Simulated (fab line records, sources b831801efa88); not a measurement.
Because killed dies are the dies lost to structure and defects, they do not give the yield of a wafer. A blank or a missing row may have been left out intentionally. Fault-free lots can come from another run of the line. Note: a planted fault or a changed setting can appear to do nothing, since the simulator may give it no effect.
fab line records -- flow sky130
[record] lots = 10, wafers = 30, lastDay = 50
route steps=708 shown METAL3@535 VIA3@580
lots untouched by any fault: they come from a run of this same line in which no faults occurred
startH: the number of hours between the record's first day and the start of the first shown wafer of the lot -- waitH: hours from the lot's prior step to this one -- " identical to the entry in the row above -- L1.1+2: one row covering several wafers at once -- - no value, or no start given -- * or withheld: withheld -- < > ~ a bound
route shown NAME@n: a module of which the file shows steps, and the number in the route of the first -- usual: average and standard deviation across the fault-free wafers -- same: alike in all rows -- chamber/n: place in a boat -- sites: per-site readings -- _std_site: their standard deviation -- _edge_site: outer sites' mean less inner sites' -- radiusMm: for every site, how far away it sits from the centre of the wafer -- mask NAME#n: copy n -- behind: the last tool/chamber to shape the wafer -- hold: why the lot was held/for how many hours/how that ended -- device: whichever transistor did not switch (one of n, p or np) -- end of line: the tests these same wafers got at the end of their route -- a step without rows: its recipe alone -- killed: count of dies lost to structure and defects at first sort (not the wafer's yield) -- map: a wafer's dies, marking killed ones x, the rest . and places with no die _
set.NAME: the setting as run; set.NAME@STEP: as run at that earlier step -- model.NAME: the simulator's own value behind a step, which no gauge read
steps of the route over a sample of lots; a table a step, a row a wafer
services: a tool's chamber out of use, with start hour (startH, from the record's first day; less than 0 if before it), hours out, and reason
[[steps]]
[step SKY_METAL3_SPUTTER_03]
[recipe] material = Ti, targetThkNm = 5, powerW = 3000, timeS = 3.3, chamberPressurePa = 0.4
[usual] throttleValvePct = 30.2/0.68
lot.wafer,tool,chamber,startH,waitH,throttleValvePct
L761.3,pvdSputter-03,-,848.64,0.0,30.2
L761.4,pvdSputter-03,-,848.64,0.0,30.6
L761.6,pvdSputter-03,-,848.64,0.0,30.3
L762.1,pvdSputter-03,-,859.47,0.0,29.5
L762.5,pvdSputter-03,-,859.47,0.0,30.4
L762.6,pvdSputter-03,-,859.47,0.0,30.2
L763.2,pvdSputter-03,-,868.52,0.0,29.9
L763.3,pvdSputter-03,-,868.52,0.0,28.9
L763.4,pvdSputter-03,-,868.52,0.0,29.8
L765.2,pvdSputter-02,-,893.41,0.0,31.5
L765.3,pvdSputter-02,-,893.41,0.0,30.4
L765.5,pvdSputter-02,-,893.41,0.0,31.5
L774.1,pvdSputter-02,-,955.00,0.0,31.5
L774.2,pvdSputter-02,-,955.00,0.0,30.2
L774.3,pvdSputter-02,-,955.00,0.0,30.2
L775.1,pvdSputter-03,-,964.43,0.0,30.0
L775.3,pvdSputter-03,-,964.43,0.0,30.5
L775.6,pvdSputter-03,-,964.43,0.0,29.6
L776.2,pvdSputter-04,-,970.68,0.0,29.7
L776.4,pvdSputter-04,-,970.68,0.0,29.6
L776.5,pvdSputter-04,-,970.68,0.0,29.7
L780.4,pvdSputter-02,-,996.79,0.0,30.3
L780.5,pvdSputter-02,-,996.79,0.0,30.4
L780.6,pvdSputter-02,-,996.79,0.0,31.5
L782.2,pvdSputter-04,-,1002.97,0.0,30.9
L782.3,pvdSputter-04,-,1002.97,0.0,29.4
L782.6,pvdSputter-04,-,1002.97,0.0,30.8
L783.2,pvdSputter-02,-,1015.23,0.0,30.4
L783.3,pvdSputter-02,-,1015.23,0.0,31.4
L783.5,pvdSputter-02,-,1015.23,0.0,30.1
[step SKY_VIA3_COAT_07]
[recipe] resist = KrF-thick, spinRpm = 3000, resistThkNm = 450
[usual] spinSpeedRpm = 3000.1/1.8
lot.wafer,tool,chamber,startH,waitH,spinSpeedRpm
L761.3,lithoTrack-03,0,914,-,2999.6
L761.4,lithoTrack-03,0,914,-,3001.1
L761.6,lithoTrack-03,0,914,-,3000.1
L762.1,lithoTrack-04,0,928,-,2996.4
L762.5,lithoTrack-04,0,928,-,3000.2
L762.6,lithoTrack-04,0,928,-,2997.1
L763.2,lithoTrack-04,0,934,-,2999.9
L763.3,lithoTrack-04,0,934,-,3002.2
L763.4,lithoTrack-04,0,934,-,2998.3
L765.2,lithoTrack-03,0,958,-,3001.8
L765.3,lithoTrack-03,0,958,-,2997.9
L765.5,lithoTrack-03,0,958,-,3001.1
L774.1,lithoTrack-03,0,1016,-,3229.5
L774.2,lithoTrack-03,0,1016,-,3230.8
L774.3,lithoTrack-03,0,1016,-,3227.4
L775.1,lithoTrack-03,0,1024,-,3227.3
L775.3,lithoTrack-03,0,1024,-,3228.7
L775.6,lithoTrack-03,0,1024,-,3228.2
L776.2,lithoTrack-04,0,1031,-,3003.0
L776.4,lithoTrack-04,0,1031,-,2999.6
L776.5,lithoTrack-04,0,1031,-,2999.7
L780.4,lithoTrack-01,0,1054,-,3002.4
L780.5,lithoTrack-01,0,1054,-,2999.5
L780.6,lithoTrack-01,0,1054,-,3002.2
L782.2,lithoTrack-01,0,1060,-,3000.5
L782.3,lithoTrack-01,0,1060,-,2999.0
L782.6,lithoTrack-01,0,1060,-,2999.7
L783.2,lithoTrack-01,0,1071,-,3000.9
L783.3,lithoTrack-01,0,1071,-,2998.8
L783.5,lithoTrack-01,0,1072,-,3000.3
[step SKY_VIA3_OVL_MEAS_13]
[usual] VIA3_OVL = -2/6.1
lot.wafer,tool,chamber,startH,waitH,VIA3_OVL[nm]
L761.3,overlay-02,-,926.50,0.1,-3
L761.4,overlay-02,-,926.50,0.1,-7
L761.6,overlay-02,-,926.50,0.1,-4
L762.1,overlay-01,-,941.29,0.1,1
L762.5,overlay-01,-,941.29,0.1,8
L762.6,overlay-01,-,941.29,0.1,7
L763.2,overlay-02,-,945.81,0.1,6
L763.3,overlay-02,-,945.81,0.1,11
L763.4,overlay-02,-,945.81,0.1,5
L765.2,overlay-01,-,970.29,0.1,-7
L765.3,overlay-01,-,970.29,0.1,-10
L765.5,overlay-01,-,970.29,0.1,-6
L774.1,overlay-02,-,1027.53,0.1,2
L774.2,overlay-02,-,1027.53,0.1,1
L774.3,overlay-02,-,1027.53,0.1,8
L775.1,overlay-01,-,1036.09,0.1,-3
L775.3,overlay-01,-,1036.09,0.1,-2
L775.6,overlay-01,-,1036.09,0.1,-7
L776.2,overlay-02,-,1042.61,0.1,-7
L776.4,overlay-02,-,1042.61,0.1,-3
L776.5,overlay-02,-,1042.61,0.1,5
L780.4,overlay-01,-,1065.56,0.1,-3
L780.5,overlay-01,-,1065.56,0.1,2
L780.6,overlay-01,-,1065.56,0.1,-7
L782.2,overlay-01,-,1071.01,0.1,-11
L782.3,overlay-01,-,1071.01,0.1,-4
L782.6,overlay-01,-,1071.01,0.1,-9
L783.2,overlay-02,-,1083.71,0.1,1
L783.3,overlay-02,-,1083.71,0.1,8
L783.5,overlay-02,-,1083.71,0.1,-3
[step SKY_VIA3_ETCH_14]
[recipe] chemistry = N2/H2, target = BARC, ionEnergyEv = 200, sourceW = 500, biasW = 100, pressureMtorr = 30, n2FlowSccm = 100, h2FlowSccm = 200, stopOn = SiO2, timeS = 45.9, targetDepthA = 600
[usual] biasW = 100.02/0.29, chamberPressureMTorr = 29.999/0.029, drypumpMotorCurrentA = 5.7/0.44, h2FlowSccm = 199.8/0.61, oesProductAu = 0.856/0.0051, rfFwdPowerW = 495.0/2.4, throttleValvePct = 13.224/0.009
lot.wafer,tool,chamber,startH,waitH,biasW,chamberPressureMTorr,drypumpMotorCurrentA,h2FlowSccm,oesProductAu,rfFwdPowerW,rfHoursCounterH,throttleValvePct
L761.3,rieDiel-01,2,926.53,0.0,100.65,29.997,6.4,200.3,0.859,493.7,25,13.211
L761.4,rieDiel-01,3,926.53,0.0,100.31,29.955,5.6,200.0,0.856,495.8,20,13.212
L761.6,rieDiel-01,0,926.53,0.0,100.35,30.037,4.9,200.1,0.862,493.7,-,13.234
L762.1,rieDiel-02,0,941.33,0.0,100.22,29.990,5.5,199.5,0.854,493.0,20,13.223
L762.5,rieDiel-02,0,941.33,0.0,99.86,29.989,5.5,199.6,0.853,493.4,-,13.222
L762.6,rieDiel-02,3,941.33,0.0,100.02,29.997,5.7,198.8,0.862,497.8,-,13.233
L763.2,rieDiel-03,3,945.84,0.0,99.70,30.069,5.4,200.6,0.848,495.8,23,13.248
L763.3,rieDiel-03,1,945.84,0.0,100.65,29.979,5.8,199.0,0.850,495.4,29,13.227
L763.4,rieDiel-03,0,945.84,0.0,100.23,29.990,5.8,199.7,0.855,497.2,-,13.220
L765.2,rieDiel-03,3,970.32,0.0,100.08,29.978,5.4,200.5,0.852,492.3,23,13.225
L765.3,rieDiel-03,1,970.32,0.0,99.68,29.998,5.8,200.1,0.856,495.9,30,13.220
L765.5,rieDiel-03,0,970.32,0.0,99.90,29.992,5.8,199.8,0.859,497.3,-,13.224
L774.1,rieDiel-02,2,1027.57,0.0,100.19,29.949,5.3,199.6,0.853,494.8,26,13.223
L774.2,rieDiel-02,0,1027.57,0.0,100.17,29.993,5.5,199.6,0.858,492.9,22,13.221
L774.3,rieDiel-02,3,1027.57,0.0,100.07,29.997,5.7,199.0,0.856,495.2,4,13.220
L775.1,rieDiel-02,0,1036.13,0.0,99.94,29.956,5.5,200.8,0.853,493.0,23,13.231
L775.3,rieDiel-02,3,1036.13,0.0,99.80,30.002,5.7,201.1,0.849,497.7,4,13.236
L775.6,rieDiel-02,2,1036.13,0.0,99.33,30.034,5.3,200.4,0.856,490.0,-,13.233
L776.2,rieDiel-03,3,1042.64,0.0,100.11,30.007,5.4,198.9,0.863,494.6,26,13.228
L776.4,rieDiel-03,3,1042.64,0.0,99.78,30.025,5.4,199.1,0.849,493.7,-,13.224
L776.5,rieDiel-03,2,1042.64,0.0,100.33,29.993,6.6,200.3,0.848,493.1,-,13.228
L780.4,rieDiel-03,0,1065.58,0.0,100.00,30.006,5.9,200.1,0.855,497.9,18,13.234
L780.5,rieDiel-03,3,1065.58,0.0,100.02,30.012,5.4,199.2,0.857,495.1,-,13.233
L780.6,rieDiel-03,0,1065.58,0.0,100.12,29.993,5.9,199.7,0.852,499.1,-,13.220
L782.2,rieDiel-01,0,1071.04,0.0,100.21,29.983,4.9,200.1,0.853,494.0,26,13.226
L782.3,rieDiel-01,3,1071.04,0.0,99.71,29.994,5.6,199.8,0.863,494.6,25,13.214
L782.6,rieDiel-01,0,1071.04,0.0,99.83,29.993,4.9,200.2,0.858,493.6,-,13.210
L783.2,rieDiel-02,2,1083.74,0.0,100.43,30.007,5.3,200.0,0.856,496.4,1,13.236
L783.3,rieDiel-02,1,1083.74,0.0,99.98,29.968,5.9,199.2,0.855,498.2,1,13.228
L783.5,rieDiel-02,1,1083.74,0.0,100.06,30.024,5.9,199.1,0.851,497.6,-,13.228
[step SKY_VIA3_STRIP_16]
[recipe] chemistry = O2/N2, powerW = 1400, pressureMtorr = 1500, platenTempC = withheld, o2FlowSccm = 3000, n2FlowSccm = 300, overashFraction = 0.5
[usual] chamberPressureMTorr = 1500.1/1.3, drypumpMotorCurrentA = 6.0/0.43, oesProductAu = 0.402/0.0046, stripTimeToEndpointS = 4.132/0.022
lot.wafer,tool,chamber,startH,waitH,chamberPressureMTorr,drypumpMotorCurrentA,oesProductAu,rfHoursCounterH,stripTimeToEndpointS
L761.3,plasmaAsher-03,0,926.66,0.1,1499.4,5.9,0.400,-,4.142
L761.4,plasmaAsher-03,1,926.66,0.1,1501.1,6.4,0.397,-,4.128
L761.6,plasmaAsher-03,1,926.66,0.1,1498.5,6.4,0.414,-,4.169
L762.1,plasmaAsher-03,0,941.43,0.0,1499.5,5.9,0.402,51,4.100
L762.5,plasmaAsher-03,1,941.43,0.0,1501.8,6.4,0.403,-,4.085
L762.6,plasmaAsher-03,0,941.43,0.0,1501.3,5.9,0.397,-,4.075
L763.2,plasmaAsher-01,1,945.94,0.0,1500.1,6.5,0.399,111,4.135
L763.3,plasmaAsher-01,0,945.94,0.0,1498.4,5.4,0.403,-,4.141
L763.4,plasmaAsher-01,1,945.94,0.0,1501.2,6.6,0.399,-,4.116
L765.2,plasmaAsher-01,0,970.42,0.0,1500.7,5.4,0.400,113,4.158
L765.3,plasmaAsher-01,1,970.42,0.0,1498.7,6.6,0.401,-,4.164
L765.5,plasmaAsher-01,1,970.42,0.0,1498.6,6.6,0.401,-,4.153
L774.1,plasmaAsher-01,1,1027.67,0.0,1500.5,6.6,0.388,119,3.953
L774.2,plasmaAsher-01,0,1027.67,0.0,1499.8,5.4,0.397,119,3.969
L774.3,plasmaAsher-01,0,1027.67,0.0,1500.3,5.4,0.394,-,3.943
L775.1,plasmaAsher-03,0,1036.23,0.0,1500.4,5.9,0.397,60,3.957
L775.3,plasmaAsher-03,0,1036.23,0.0,1502.4,5.9,0.394,-,3.944
L775.6,plasmaAsher-03,0,1036.23,0.0,1502.1,5.9,0.392,-,3.950
L776.2,plasmaAsher-04,0,1042.75,0.0,1500.3,5.6,0.404,90,4.122
L776.4,plasmaAsher-04,1,1042.75,0.0,1498.3,6.0,0.405,-,4.114
L776.5,plasmaAsher-04,0,1042.75,0.0,1499.5,5.6,0.401,-,4.110
L780.4,plasmaAsher-03,0,1065.71,0.1,1500.0,5.9,0.408,-,4.126
L780.5,plasmaAsher-03,0,1065.71,0.1,1500.3,5.9,0.404,-,4.144
L780.6,plasmaAsher-03,1,1065.71,0.1,1501.1,6.4,0.401,-,4.124
L782.2,plasmaAsher-03,1,1071.15,0.0,1501.9,6.4,0.406,64,4.137
L782.3,plasmaAsher-03,1,1071.15,0.0,1501.5,6.4,0.392,-,4.119
L782.6,plasmaAsher-03,1,1071.15,0.0,1498.8,6.4,0.393,-,4.134
L783.2,plasmaAsher-04,1,1083.85,0.0,1497.9,6.0,0.401,94,4.132
L783.3,plasmaAsher-04,1,1083.85,0.0,1502.2,6.0,0.407,-,4.129
L783.5,plasmaAsher-04,1,1083.85,0.0,1499.1,6.0,0.396,-,4.148
[[services]]
tool,chamber,startH,hours,kind
pvdSputter-02,-,830.89,4.8,repair
pvdSputter-04,-,847.65,3.6,repair
rieDiel-01,-,852.33,0.3,repair
rieDiel-02,3,856.46,-,clean
rieDiel-02,3,856.46,15.2,scheduledDown
rieDiel-02,3,856.46,15.2,ventCycle
plasmaAsher-01,-,877.02,18.8,repair
plasmaAsher-01,-,879.27,0.5,repair
rieDiel-03,-,883.62,0.6,repair
rieDiel-03,1,890.81,6.4,repair
pvdSputter-02,0,894.35,-,consumableReplace:kit
pvdSputter-02,0,894.35,18.0,scheduledDown
pvdSputter-02,0,894.35,18.0,ventCycle
rieDiel-01,-,901.04,2.8,pm
rieDiel-03,2,934.63,-,clean
plasmaAsher-04,-,935.76,2.8,pm
plasmaAsher-04,-,941.83,8.4,repair
rieDiel-02,3,941.93,10.3,repair
rieDiel-01,-,955.42,3.6,repair
plasmaAsher-04,-,1017.93,1.2,repair
plasmaAsher-01,-,1055.25,9.0,pm
rieDiel-01,0,1060.37,6.6,repair
rieDiel-03,3,1077.31,6.5,repair
pvdSputter-03,-,1080.65,13.4,repair
[[key]]
[firstSign] step = SKY_VIA3_COAT_07, reading = spinSpeedRpm, direction = up, sigmas = 99+, usual = 3000.1, struck = 3228.7
[effect] step = SKY_VIA3_STRIP_16, reading = stripTimeToEndpointS, direction = down, sigmas = 8.3, usual = *, struck = *
metAt SKY_VIA3_COAT_07
struckLots L774,L775
notActingAt SKY_METAL3_SPUTTER_03,SKY_VIA3_OVL_MEAS_13,SKY_VIA3_ETCH_14
onsetBetween 958 1016
[fault] kind = processParameterDrift, tool = lithoTrack-03, chamber = -, onsetH = 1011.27, steps = SKY_VIA3_COAT_07, channel = spinRpm, offset = 228.91, shape = step, endH = 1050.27, actsIn = theseRecipesOnly, stated = 3000
